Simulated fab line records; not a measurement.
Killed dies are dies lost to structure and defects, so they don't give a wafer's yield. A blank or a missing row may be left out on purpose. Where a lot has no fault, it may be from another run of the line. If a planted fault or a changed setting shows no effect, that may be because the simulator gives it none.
Which tool did it? || flow gf180mcu || 39 wafers from 13 lots sampled at 5 of the route's 602 steps

## WHAT EACH GAUGE READ, for each wafer
GF_SAB_OVL_MEAS_10. Usual: for SAB_OVL the level is -0.6 nm and the standard deviation is 1.2.
{"lot": "L954", "measured": "day 15 15:37", "on": "overlay-02", "SAB_OVL (nm)": "-1.2 -0.2 1.0", "flag": ""}
{"lot": "L955", "measured": "day 15 19:14", "on": "overlay-01", "SAB_OVL (nm)": "-0.4 1.2 -1.1", "flag": ""}
{"lot": "L956", "measured": "day 16 05:59", "on": "overlay-02", "SAB_OVL (nm)": "-0.4 -0.3 -0.6", "flag": ""}
{"lot": "L957", "measured": "day 16 17:08", "on": "overlay-01", "SAB_OVL (nm)": "0.1 0.0 0.3", "flag": ""}
{"lot": "L960", "measured": "day 17 21:44", "on": "overlay-01", "SAB_OVL (nm)": "-1.5 -2.4 -1.3", "flag": ""}
{"lot": "L962", "measured": "day 18 08:02", "on": "overlay-02", "SAB_OVL (nm)": "-0.5 -1.6 -1.9", "flag": ""}
{"lot": "L963", "measured": "day 19 00:07", "on": "overlay-02", "SAB_OVL (nm)": "-1.2 0.5 0.9", "flag": ""}
{"lot": "L964", "measured": "day 19 05:17", "on": "overlay-02", "SAB_OVL (nm)": "-1.1 -0.8 -2.5", "flag": ""}
{"lot": "L972", "measured": "day 22 05:19", "on": "overlay-02", "SAB_OVL (nm)": "0.6 -1.1 -0.4", "flag": ""}
{"lot": "L973", "measured": "day 22 11:34", "on": "overlay-02", "SAB_OVL (nm)": "0.6 -0.5 -0.4", "flag": ""}
{"lot": "L974", "measured": "day 22 16:14", "on": "overlay-01", "SAB_OVL (nm)": "-0.5 1.0 -0.5", "flag": ""}
{"lot": "L975", "measured": "day 22 19:52", "on": "overlay-02", "SAB_OVL (nm)": "0.7 -0.3 0.2", "flag": ""}
{"lot": "L976", "measured": "day 23 06:36", "on": "overlay-01", "SAB_OVL (nm)": "-2.6 -2.8 -3.4", "flag": ""}

GF_SALICIDE_THK_MEAS_05: measures by xrf. Usual: for SALICIDE_TIN_THK the level is 19.3 nm and the standard deviation is 0.31.
{"lot": "L954", "measured": "day 15 16:10", "on": "film-metro-02", "SALICIDE_TIN_THK (nm)": "18.6 19.2 18.9", "flag": ""}
{"lot": "L955", "measured": "day 15 19:48", "on": "film-metro-02", "SALICIDE_TIN_THK (nm)": "19.0 18.6 19.1", "flag": ""}
{"lot": "L956", "measured": "day 16 06:33", "on": "film-metro-01", "SALICIDE_TIN_THK (nm)": "19.1 18.8 19.4", "flag": ""}
{"lot": "L957", "measured": "day 16 17:41", "on": "film-metro-02", "SALICIDE_TIN_THK (nm)": "19.0 19.2 19.1", "flag": ""}
{"lot": "L960", "measured": "day 17 22:18", "on": "film-metro-01", "SALICIDE_TIN_THK (nm)": "19.7 19.7 20.1", "flag": ""}
{"lot": "L962", "measured": "day 18 08:35", "on": "film-metro-01", "SALICIDE_TIN_THK (nm)": "19.2 19.8 19.1", "flag": ""}
{"lot": "L963", "measured": "day 19 00:40", "on": "film-metro-01", "SALICIDE_TIN_THK (nm)": "19.4 19.7 19.7", "flag": ""}
{"lot": "L964", "measured": "day 19 05:50", "on": "film-metro-02", "SALICIDE_TIN_THK (nm)": "19.4 19.4 19.4", "flag": ""}
{"lot": "L972", "measured": "day 22 05:54", "on": "film-metro-03", "SALICIDE_TIN_THK (nm)": "19.4 19.3 19.4", "flag": ""}
{"lot": "L973", "measured": "day 22 12:10", "on": "film-metro-03", "SALICIDE_TIN_THK (nm)": "19.1 19.2 19.1", "flag": ""}
{"lot": "L974", "measured": "day 22 16:47", "on": "film-metro-03", "SALICIDE_TIN_THK (nm)": "19.2 19.1 19.3", "flag": ""}
{"lot": "L975", "measured": "day 22 20:25", "on": "film-metro-02", "SALICIDE_TIN_THK (nm)": "19.6 19.5 19.6", "flag": ""}
{"lot": "L976", "measured": "day 23 07:12", "on": "film-metro-01", "SALICIDE_TIN_THK (nm)": "19.6 19.6 19.8", "flag": ""}

GF_CONTACT_THK_MEAS_01. Usual: for CONTACT_CVD_00_THK the level is 300 nm and the standard deviation is 3.4.
{"lot": "L954", "measured": "day 15 16:34", "on": "film-metro-01", "CONTACT_CVD_00_THK (nm)": "302 302 296", "flag": ""}
{"lot": "L955", "measured": "day 15 20:12", "on": "film-metro-01", "CONTACT_CVD_00_THK (nm)": "296 295 302", "flag": ""}
{"lot": "L956", "measured": "day 16 06:56", "on": "film-metro-03", "CONTACT_CVD_00_THK (nm)": "295 300 297", "flag": ""}
{"lot": "L957", "measured": "day 16 18:05", "on": "film-metro-01", "CONTACT_CVD_00_THK (nm)": "305 304 304", "flag": ""}
{"lot": "L960", "measured": "day 17 22:43", "on": "film-metro-04", "CONTACT_CVD_00_THK (nm)": "301 297 297", "flag": ""}
{"lot": "L962", "measured": "day 18 08:59", "on": "film-metro-01", "CONTACT_CVD_00_THK (nm)": "297 154 302", "flag": "OFF"}
{"lot": "L963", "measured": "day 19 01:04", "on": "film-metro-04", "CONTACT_CVD_00_THK (nm)": "152 297 295", "flag": "OFF"}
{"lot": "L964", "measured": "day 19 06:14", "on": "film-metro-04", "CONTACT_CVD_00_THK (nm)": "153 300 297", "flag": "OFF"}
{"lot": "L972", "measured": "day 22 06:17", "on": "film-metro-03", "CONTACT_CVD_00_THK (nm)": "301 302 306", "flag": ""}
{"lot": "L973", "measured": "day 22 12:34", "on": "film-metro-03", "CONTACT_CVD_00_THK (nm)": "300 299 300", "flag": ""}
{"lot": "L974", "measured": "day 22 17:11", "on": "film-metro-03", "CONTACT_CVD_00_THK (nm)": "304 303 307", "flag": ""}
{"lot": "L975", "measured": "day 22 20:49", "on": "film-metro-03", "CONTACT_CVD_00_THK (nm)": "297 295 302", "flag": ""}
{"lot": "L976", "measured": "day 23 07:41", "on": "film-metro-03", "CONTACT_CVD_00_THK (nm)": "305 308 305", "flag": ""}

## EACH LOT AND THE TOOL THAT RAN IT (in order: tool; ch and the chambers of the sampled wafers; start)
{"lot": "L954", "GF_SAB_CVD_00": "pecvd-02 ch 0,1, day 14 17:07", "GF_CONTACT_CVD_00": "hdpcvd-02 ch 0,2, day 15 16:32"}
{"lot": "L955", "GF_SAB_CVD_00": "pecvd-04 ch 0,1,2, day 14 22:00", "GF_CONTACT_CVD_00": "hdpcvd-01 ch 0,1,2, day 15 20:08"}
{"lot": "L956", "GF_SAB_CVD_00": "pecvd-04 ch 0,1,2, day 15 07:48", "GF_CONTACT_CVD_00": "hdpcvd-01 ch 0,1,2, day 16 06:53"}
{"lot": "L957", "GF_SAB_CVD_00": "pecvd-03 ch 0,1,2, day 15 18:08", "GF_CONTACT_CVD_00": "hdpcvd-01 ch 0,1, day 16 18:03"}
{"lot": "L960", "GF_SAB_CVD_00": "pecvd-03 ch 0,1,2, day 16 22:10", "GF_CONTACT_CVD_00": "hdpcvd-01 ch 1,2, day 17 22:38"}
{"lot": "L962", "GF_SAB_CVD_00": "pecvd-04 ch 0,1, day 17 08:29", "GF_CONTACT_CVD_00": "hdpcvd-01 ch 0,1,2, day 18 08:56"}
{"lot": "L963", "GF_SAB_CVD_00": "pecvd-04 ch 0,2, day 17 23:41", "GF_CONTACT_CVD_00": "hdpcvd-01 ch 0,1,2, day 19 01:01"}
{"lot": "L964", "GF_SAB_CVD_00": "pecvd-04 ch 0,1,2, day 18 05:23", "GF_CONTACT_CVD_00": "hdpcvd-01 ch 0,1,2, day 19 06:11"}
{"lot": "L972", "GF_SAB_CVD_00": "pecvd-04 ch 0,1, day 21 05:50", "GF_CONTACT_CVD_00": "hdpcvd-02 ch 0,1,2, day 22 06:15"}
{"lot": "L973", "GF_SAB_CVD_00": "pecvd-04 ch 0,1, day 21 12:23", "GF_CONTACT_CVD_00": "hdpcvd-01 ch 0,1,2, day 22 12:31"}
{"lot": "L974", "GF_SAB_CVD_00": "pecvd-02 ch 0,2, day 21 17:05", "GF_CONTACT_CVD_00": "hdpcvd-01 ch 0,1,2, day 22 17:07"}
{"lot": "L975", "GF_SAB_CVD_00": "pecvd-03 ch 0,1,2, day 21 21:16", "GF_CONTACT_CVD_00": "hdpcvd-01 ch 0,1,2, day 22 20:46"}
{"lot": "L976", "GF_SAB_CVD_00": "pecvd-04 ch 1,2, day 22 07:53", "GF_CONTACT_CVD_00": "hdpcvd-01 ch 0,1,2, day 23 07:38"}
- GF_SAB_CVD_00: deposits SiO2 from TEOS, target thk 50 nm, time 4.9302 s.
- GF_CONTACT_CVD_00: deposits SiO2, target thk 300 nm, time 50 s.

## AS READ BY THE TOOLS THEMSELVES (means over the sampled wafers that have a number; for cases with no such wafer, the mark the record gives instead)
GF_SAB_CVD_00. Usual: heater-power-w at 597 W, with a standard deviation of 76.
{"lot": "L954", "tool": "pecvd-02", "heater-power-w (W)": 705, "flag": ""}
{"lot": "L955", "tool": "pecvd-04", "heater-power-w (W)": 564, "flag": ""}
{"lot": "L956", "tool": "pecvd-04", "heater-power-w (W)": 569, "flag": ""}
{"lot": "L957", "tool": "pecvd-03", "heater-power-w (W)": 587, "flag": ""}
{"lot": "L960", "tool": "pecvd-03", "heater-power-w (W)": 601, "flag": ""}
{"lot": "L962", "tool": "pecvd-04", "heater-power-w (W)": 605, "flag": ""}
{"lot": "L963", "tool": "pecvd-04", "heater-power-w (W)": 614, "flag": ""}
{"lot": "L964", "tool": "pecvd-04", "heater-power-w (W)": 605, "flag": ""}
{"lot": "L972", "tool": "pecvd-04", "heater-power-w (W)": 632, "flag": ""}
{"lot": "L973", "tool": "pecvd-04", "heater-power-w (W)": 651, "flag": ""}
{"lot": "L974", "tool": "pecvd-02", "heater-power-w (W)": 558, "flag": ""}
{"lot": "L975", "tool": "pecvd-03", "heater-power-w (W)": 554, "flag": ""}
{"lot": "L976", "tool": "pecvd-04", "heater-power-w (W)": 500, "flag": ""}

GF_CONTACT_CVD_00. Usual: sih4-flow-sccm at 60.01 sccm, with a standard deviation of 0.2.
{"lot": "L954", "tool": "hdpcvd-02", "sih4-flow-sccm (sccm)": 59.96, "flag": ""}
{"lot": "L955", "tool": "hdpcvd-01", "sih4-flow-sccm (sccm)": 60.13, "flag": ""}
{"lot": "L956", "tool": "hdpcvd-01", "sih4-flow-sccm (sccm)": 59.93, "flag": ""}
{"lot": "L957", "tool": "hdpcvd-01", "sih4-flow-sccm (sccm)": 60.03, "flag": ""}
{"lot": "L960", "tool": "hdpcvd-01", "sih4-flow-sccm (sccm)": 60.03, "flag": ""}
{"lot": "L962", "tool": "hdpcvd-01", "sih4-flow-sccm (sccm)": 50.05, "flag": "OFF"}
{"lot": "L963", "tool": "hdpcvd-01", "sih4-flow-sccm (sccm)": 49.90, "flag": "OFF"}
{"lot": "L964", "tool": "hdpcvd-01", "sih4-flow-sccm (sccm)": 49.97, "flag": "OFF"}
{"lot": "L972", "tool": "hdpcvd-02", "sih4-flow-sccm (sccm)": 59.85, "flag": ""}
{"lot": "L973", "tool": "hdpcvd-01", "sih4-flow-sccm (sccm)": 60.10, "flag": ""}
{"lot": "L974", "tool": "hdpcvd-01", "sih4-flow-sccm (sccm)": 59.94, "flag": ""}
{"lot": "L975", "tool": "hdpcvd-01", "sih4-flow-sccm (sccm)": 60.03, "flag": ""}
{"lot": "L976", "tool": "hdpcvd-01", "sih4-flow-sccm (sccm)": 59.92, "flag": ""}

## THE ANSWER, worked out from the rows above alone
Rule: take the mean of a lot's wafers that have a number; if it is more than 3 standard deviations from the usual mean, the lot is off. Also off: a lot with no number at a reading for which 4 or more lots have one. The other lots that the step has rows for count as sound. After the gauges, taken in route order, come the tools' own readings; for these a lot's mean is taken, as printed above. The first step at which some lot is off is used, and at that step the reading that is off furthest; a lot without a number counts as furthest.
Off: L962, L963, L964, at GF_CONTACT_THK_MEAS_01 (CONTACT_CVD_00_THK).
If a tool, at a process step before that reading, ran all the lots that are off and no sound lot after the first of them, it fits. Not tried: the gauges at GF_CONTACT_THK_MEAS_01; whatever is off there is also off at GF_CONTACT_CVD_00, on other tools, and gauge error can't account for it. No candidate that was tried fits.

## WHAT WAS PUT IN BY THE SIMULATOR
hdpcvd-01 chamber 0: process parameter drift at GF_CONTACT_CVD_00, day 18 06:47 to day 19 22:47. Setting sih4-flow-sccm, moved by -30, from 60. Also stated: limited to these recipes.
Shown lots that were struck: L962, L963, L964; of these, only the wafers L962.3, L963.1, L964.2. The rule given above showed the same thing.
